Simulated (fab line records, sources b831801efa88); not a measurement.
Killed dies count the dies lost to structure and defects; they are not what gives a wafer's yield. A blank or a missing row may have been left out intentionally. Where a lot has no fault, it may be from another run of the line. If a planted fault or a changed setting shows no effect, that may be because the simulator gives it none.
Which tool did it? | flow sky130 | 45 wafers from 15 lots sampled at 6 of the route's 708 steps

== WHAT THE GAUGES READ, wafer by wafer ==
SKY_POLY_GATE_CD_MEAS_13: target cd 150 nm. Usual: cd-nm at 150.8 nm, with a standard deviation of 1.1.
lot  | measured     | on        | cd-nm (nm)        | flag
L878 | day 16 10:44 | cd-sem-01 | 150.8 151.4 149.3 |
L879 | day 17 05:34 | cd-sem-01 | 150.2 150.8 150.4 |
L881 | day 17 14:49 | cd-sem-01 | 151.5 151.7 152.8 |
L883 | day 18 09:31 | cd-sem-01 | 153.4 152.4 151.7 |
L884 | day 18 17:04 | cd-sem-02 | 149.9 150.7 150.3 |
L885 | day 19 01:13 | cd-sem-02 | 151.9 152.7 151.0 |
L886 | day 19 06:25 | cd-sem-01 | 149.7 150.8 150.8 |
L887 | day 19 19:16 | cd-sem-02 | 152.1 151.0 150.3 |
L888 | day 20 01:59 | cd-sem-02 | 149.6 151.5 149.9 |
L890 | day 21 06:18 | cd-sem-01 | 150.1 151.0 151.2 |
L895 | day 22 19:26 | cd-sem-02 | 148.3 148.5 149.0 |
L896 | day 23 02:01 | cd-sem-02 | 150.1 150.9 151.6 |
L897 | day 23 13:40 | cd-sem-01 | 152.4 151.7 152.2 |
L900 | day 24 07:37 | cd-sem-02 | 149.9 149.4 150.1 |
L901 | day 24 16:20 | cd-sem-01 | 151.0 151.8 150.8 |

SKY_LDD_N_OVL_MEAS_07. Usual: LDD_N_OVL typically reads 0.4 nm, with standard deviation 1.3.
lot  | measured     | on         | LDD_N_OVL (nm) | flag
L878 | day 17 16:46 | overlay-01 | 1.3 0.6 1.2    |
L879 | day 18 13:07 | overlay-01 | 1.0 -0.1 -0.2  |
L881 | day 18 22:58 | overlay-02 | -2.9 -2.4 -2.0 |
L883 | day 19 17:40 | overlay-01 | -1.6 0.8 -0.1  |
L884 | day 20 04:19 | overlay-01 | -1.3 -0.1 -0.5 |
L885 | day 20 10:25 | overlay-01 | 1.2 0.8 1.9    |
L886 | day 20 16:22 | overlay-01 | 1.2 1.1 0.9    |
L887 | day 21 04:04 | overlay-01 | -2.0 -2.5 -0.9 |
L888 | day 21 11:13 | overlay-01 | 1.8 0.9 -0.3   |
L890 | day 22 14:40 | overlay-02 | 1.4 1.5 -0.1   |
L895 | day 24 02:56 | overlay-02 | -0.5 0.2 -0.2  |
L896 | day 24 09:42 | overlay-01 | 1.3 0.4 2.5    |
L897 | day 24 21:58 | overlay-01 | 2.6 1.9 2.7    |
L900 | day 25 15:27 | overlay-01 | 1.1 0.6 0.6    |
L901 | day 25 23:22 | overlay-02 | 1.2 1.3 1.0    |

SKY_LDD_P_TW_MEAS_11. Usual: LDD_P_TW typically reads 643, with standard deviation 5.2.
lot  | measured     | on            | LDD_P_TW    | flag
L878 | day 19 00:55 | film-metro-02 | 640 647 642 |
L879 | day 19 20:56 | film-metro-02 | 645 648 649 |
L881 | day 20 07:20 | film-metro-03 | 643 643 643 |
L883 | day 21 02:11 | film-metro-02 | 646 639 646 |
L884 | day 21 12:17 | film-metro-02 | 641 645 644 |
L885 | day 21 18:36 | film-metro-03 | 640 639 642 |
L886 | day 22 01:09 | film-metro-03 | 641 640 639 |
L887 | day 22 12:28 | film-metro-02 | 646 644 650 |
L888 | day 22 19:19 | film-metro-03 | 637 641 641 |
L890 | day 23 21:51 | film-metro-02 | 646 644 648 |
L895 | day 25 10:16 | film-metro-02 | 648 649 648 |
L896 | day 25 16:49 | film-metro-02 | 648 648 650 |
L897 | day 26 04:24 | film-metro-03 | 645 638 642 |
L900 | day 26 21:31 | film-metro-02 | 649 645 646 |
L901 | day 27 05:28 | film-metro-03 | 639 639 637 |

SKY_LDD_HVN_TW_MEAS_10. Usual: LDD_HVN_TW typically reads 1444, with standard deviation 12.
lot  | measured     | on            | LDD_HVN_TW     | flag
L878 | day 20 07:53 | film-metro-04 | 1437 1439 1438 |
L879 | day 21 03:45 | film-metro-01 | 1455 1454 1448 |
L881 | day 21 13:59 | film-metro-01 | 1446 1452 1453 |
L883 | day 22 08:59 | film-metro-04 | 1436 1438 1433 |
L884 | day 22 18:06 | film-metro-01 | 1456 1447 1446 |
L885 | day 23 00:11 | film-metro-01 | 1451 1450 1457 |
L886 | day 23 07:29 | film-metro-04 | 1431 1431 1436 |
L887 | day 23 19:17 | film-metro-04 | 1430 1431 1433 |
L888 | day 24 00:37 | film-metro-04 | 1423 1425 1435 |
L890 | day 25 03:49 | film-metro-04 | 1425 1431 1431 |
L895 | day 26 15:03 | film-metro-04 | 30 30 30       | OFF
L896 | day 26 21:47 | film-metro-01 | 30 30 30       | OFF
L897 | day 27 09:46 | film-metro-04 | 30 30 30       | OFF
L900 | day 28 02:38 | film-metro-04 | 1449 1446 1449 |
L901 | day 28 09:59 | film-metro-04 | 1454 1444 1436 |

== TOOL THAT RAN EACH LOT (tool first, then ch and the chambers of the sampled wafers, then the start) ==
lot  | SKY_LDD_P_STRIP_10                   | SKY_LDD_HVN_STRIP_09
L878 | plasma-asher-02 ch 0,1, day 19 00:48 | plasma-asher-02 ch 0,1, day 20 07:47
L879 | plasma-asher-02 ch 0,1, day 19 20:51 | plasma-asher-03 ch 0,1, day 21 03:40
L881 | plasma-asher-02 ch 0,1, day 20 07:14 | plasma-asher-04 ch 0,1, day 21 13:53
L883 | plasma-asher-02 ch 0,1, day 21 02:05 | plasma-asher-04 ch 0,1, day 22 08:53
L884 | plasma-asher-03 ch 0,1, day 21 12:11 | plasma-asher-03 ch 0,1, day 22 17:59
L885 | plasma-asher-03 ch 0,1, day 21 18:30 | plasma-asher-04 ch 0,1, day 23 00:05
L886 | plasma-asher-03 ch 0,1, day 22 01:03 | plasma-asher-04 ch 0,1, day 23 07:23
L887 | plasma-asher-02 ch 0,1, day 22 12:22 | plasma-asher-02 ch 0,1, day 23 19:11
L888 | plasma-asher-03 ch 0,1, day 22 19:13 | plasma-asher-04 ch 0,1, day 24 00:31
L890 | plasma-asher-01 ch 0,1, day 23 21:46 | plasma-asher-03 ch 0,1, day 25 03:44
L895 | plasma-asher-02 ch 0,1, day 25 10:09 | plasma-asher-03 ch 0,1, day 26 14:56
L896 | plasma-asher-03 ch 0,1, day 25 16:43 | plasma-asher-04 ch 0,1, day 26 21:41
L897 | plasma-asher-02 ch 0,1, day 26 04:19 | plasma-asher-03 ch 0,1, day 27 09:41
L900 | plasma-asher-02 ch 0,1, day 26 21:25 | plasma-asher-02 ch 0,1, day 28 02:32
L901 | plasma-asher-02 ch 0,1, day 27 05:23 | plasma-asher-04 ch 0,1, day 28 09:52
- SKY_LDD_P_STRIP_10: strips in O2/N2.
- SKY_LDD_HVN_STRIP_09: strips in O2/N2.

== AS READ BY THE TOOLS THEMSELVES (means over the sampled wafers that have a number; for cases with no such wafer, the mark the record gives instead) ==
SKY_LDD_P_STRIP_10. Usual: chamber-pressure-mTorr 1500.0 mTorr, standard deviation 1.3; drypump-motor-current-A 5.9 A, standard deviation 0.66; oes-product-au 0.715 a.u., standard deviation 0.0044; strip-time-to-endpoint-s 14.19 s, standard deviation 0.04.
lot  | tool            | chamber-pressure-mTorr (mTorr) | drypump-motor-current-A (A) | oes-product-au (a.u.) | strip-time-to-endpoint-s (s) | flag
L878 | plasma-asher-02 | 1499.6                         | 5.4                         | 0.717                 | 14.19                        |
L879 | plasma-asher-02 | 1499.7                         | 6.0                         | 0.716                 | 14.15                        |
L881 | plasma-asher-02 | 1501.7                         | 5.5                         | 0.716                 | 14.18                        |
L883 | plasma-asher-02 | 1499.1                         | 6.0                         | 0.714                 | 14.24                        |
L884 | plasma-asher-03 | 1499.9                         | 6.1                         | 0.716                 | 14.19                        |
L885 | plasma-asher-03 | 1499.6                         | 6.2                         | 0.716                 | 14.16                        |
L886 | plasma-asher-03 | 1499.9                         | 6.2                         | 0.717                 | 14.20                        |
L887 | plasma-asher-02 | 1501.9                         | 6.0                         | 0.713                 | 14.20                        |
L888 | plasma-asher-03 | 1499.9                         | 6.2                         | 0.719                 | 14.18                        |
L890 | plasma-asher-01 | 1500.9                         | 5.8                         | 0.715                 | 14.16                        |
L895 | plasma-asher-02 | -                              | -                           | -                     | -                            | OFF
L896 | plasma-asher-03 | -                              | -                           | -                     | -                            | OFF
L897 | plasma-asher-02 | -                              | -                           | -                     | -                            | OFF
L900 | plasma-asher-02 | 1499.3                         | 5.4                         | 0.714                 | 14.18                        |
L901 | plasma-asher-02 | 1500.2                         | 5.5                         | 0.713                 | 14.14                        |

SKY_LDD_HVN_STRIP_09. Usual: chamber-pressure-mTorr 1500.1 mTorr, standard deviation 1.3; drypump-motor-current-A 6.2 A, standard deviation 0.51; oes-product-au 0.408 a.u., standard deviation 0.0048; strip-time-to-endpoint-s 4.133 s, standard deviation 0.014.
lot  | tool            | chamber-pressure-mTorr (mTorr) | drypump-motor-current-A (A) | oes-product-au (a.u.) | strip-time-to-endpoint-s (s) | flag
L878 | plasma-asher-02 | 1500.0                         | 5.5                         | 0.406                 | 4.123                        |
L879 | plasma-asher-03 | 1501.1                         | 6.2                         | 0.411                 | 4.149                        |
L881 | plasma-asher-04 | 1501.2                         | 6.4                         | 0.409                 | 4.126                        |
L883 | plasma-asher-04 | 1500.8                         | 6.5                         | 0.404                 | 4.130                        |
L884 | plasma-asher-03 | 1500.0                         | 6.2                         | 0.402                 | 4.126                        |
L885 | plasma-asher-04 | 1500.3                         | 6.4                         | 0.410                 | 4.155                        |
L886 | plasma-asher-04 | 1500.5                         | 6.4                         | 0.406                 | 4.135                        |
L887 | plasma-asher-02 | 1500.2                         | 5.5                         | 0.414                 | 4.139                        |
L888 | plasma-asher-04 | 1500.8                         | 6.4                         | 0.412                 | 4.142                        |
L890 | plasma-asher-03 | 1500.9                         | 6.2                         | 0.409                 | 4.114                        |
L895 | plasma-asher-03 | 1499.9                         | 6.2                         | 0.715                 | 21.733                       | OFF
L896 | plasma-asher-04 | 1499.3                         | 6.4                         | 0.715                 | 21.760                       | OFF
L897 | plasma-asher-03 | 1499.1                         | 6.2                         | 0.717                 | 21.687                       | OFF
L900 | plasma-asher-02 | 1500.1                         | 5.5                         | 0.412                 | 4.136                        |
L901 | plasma-asher-04 | 1498.8                         | 6.5                         | 0.407                 | 4.129                        |

== THE ANSWER, worked out from the rows above alone ==
Rule: a lot is off if the mean of its wafers that have a number lies more than 3 standard deviations from the usual mean. A lot without any number at a reading at which 4 lots or more have one is off too. Where the step has rows for the other lots, those lots are counted as sound. After the gauges, taken in route order, come the tools' own readings; for these a lot's mean is taken, as printed above. At the first step where some lot is off, the reading lying furthest off is the one used; lots without a number count as furthest.
Off: at SKY_LDD_HVN_TW_MEAS_10 (LDD_HVN_TW), L895, L896, L897.
If a tool, at a process step before that reading, ran all the lots that are off and no sound lot after the first of them, it fits. Not tried: the gauges at SKY_LDD_HVN_TW_MEAS_10; whatever is off there is also off at SKY_LDD_P_STRIP_10, on other tools, and gauge error can't account for it. Of those tried, none fits.

== WHAT WAS PUT IN BY THE SIMULATOR ==
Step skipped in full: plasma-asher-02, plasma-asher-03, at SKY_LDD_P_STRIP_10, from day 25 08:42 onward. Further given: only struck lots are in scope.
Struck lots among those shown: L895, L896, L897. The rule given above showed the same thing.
